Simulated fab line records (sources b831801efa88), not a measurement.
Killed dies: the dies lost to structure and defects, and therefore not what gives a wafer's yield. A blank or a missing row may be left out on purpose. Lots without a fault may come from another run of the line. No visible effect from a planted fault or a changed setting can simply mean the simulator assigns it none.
Which of the tools did it? + flow sky130 + at 1 step of a route of 708, 12 lots with 36 wafers sampled

## WHAT EACH GAUGE READ, for each wafer
SKY_FIELD_ISO_BOW_MEAS_00. Usual: for INCOMING_BOW the level is 0 um and the standard deviation is 6.7.
| lot  | measured    | on            | INCOMING_BOW (um) | flag |
|------|-------------|---------------|-------------------|------|
| L257 | day 1 10:00 | film-metro-03 | -7 8 0            |      |
| L258 | day 1 15:01 | film-metro-03 | 6 -6 -7           |      |
| L259 | day 1 20:00 | film-metro-04 | 4 -1 15           |      |
| L260 | day 2 01:04 | film-metro-02 | -8 -9 3           |      |
| L262 | day 2 11:00 | film-metro-02 | -3 18 3           |      |
| L263 | day 2 16:00 | film-metro-02 | -1 -3 5           |      |
| L265 | day 3 02:01 | film-metro-03 | 3 -11 11          |      |
| L267 | day 3 12:00 | film-metro-03 | 4 3 -8            |      |
| L274 | day 4 23:00 | film-metro-04 | -3 1 3            |      |
| L275 | day 5 04:01 | film-metro-03 | 6 -4 -3           |      |
| L278 | day 5 19:02 | film-metro-04 | -9 -1 1           |      |
| L279 | day 6 00:01 | film-metro-03 | -4 9 -11          |      |

## TOOL THAT RAN EACH LOT (tool first, then ch and the chambers of the sampled wafers, then the start)
Before these readings, the record contains no process step.

## WHAT THE TOOLS THEMSELVES READ (means of the sampled wafers that have a number; where no wafer has one, the mark that the record gives instead)
The record holds no such reading with a usual standard deviation.

## THE ANSWER, worked out from the rows above alone
Rule: a lot is off if the mean of its wafers that have a number lies more than 3 standard deviations from the usual mean. Also off: a lot with no number at a reading for which 4 or more lots have one. Any other lot the step has rows for is counted as sound. After the gauges, taken in route order, come the tools' own readings; for these a lot's mean is taken, as printed above. The first step at which some lot is off is used, and at that step the reading that is off furthest; a lot without a number counts as furthest.
None of the lots is off at any reading shown; this tells nothing.

## WHAT HAD BEEN PUT IN BY THE SIMULATOR
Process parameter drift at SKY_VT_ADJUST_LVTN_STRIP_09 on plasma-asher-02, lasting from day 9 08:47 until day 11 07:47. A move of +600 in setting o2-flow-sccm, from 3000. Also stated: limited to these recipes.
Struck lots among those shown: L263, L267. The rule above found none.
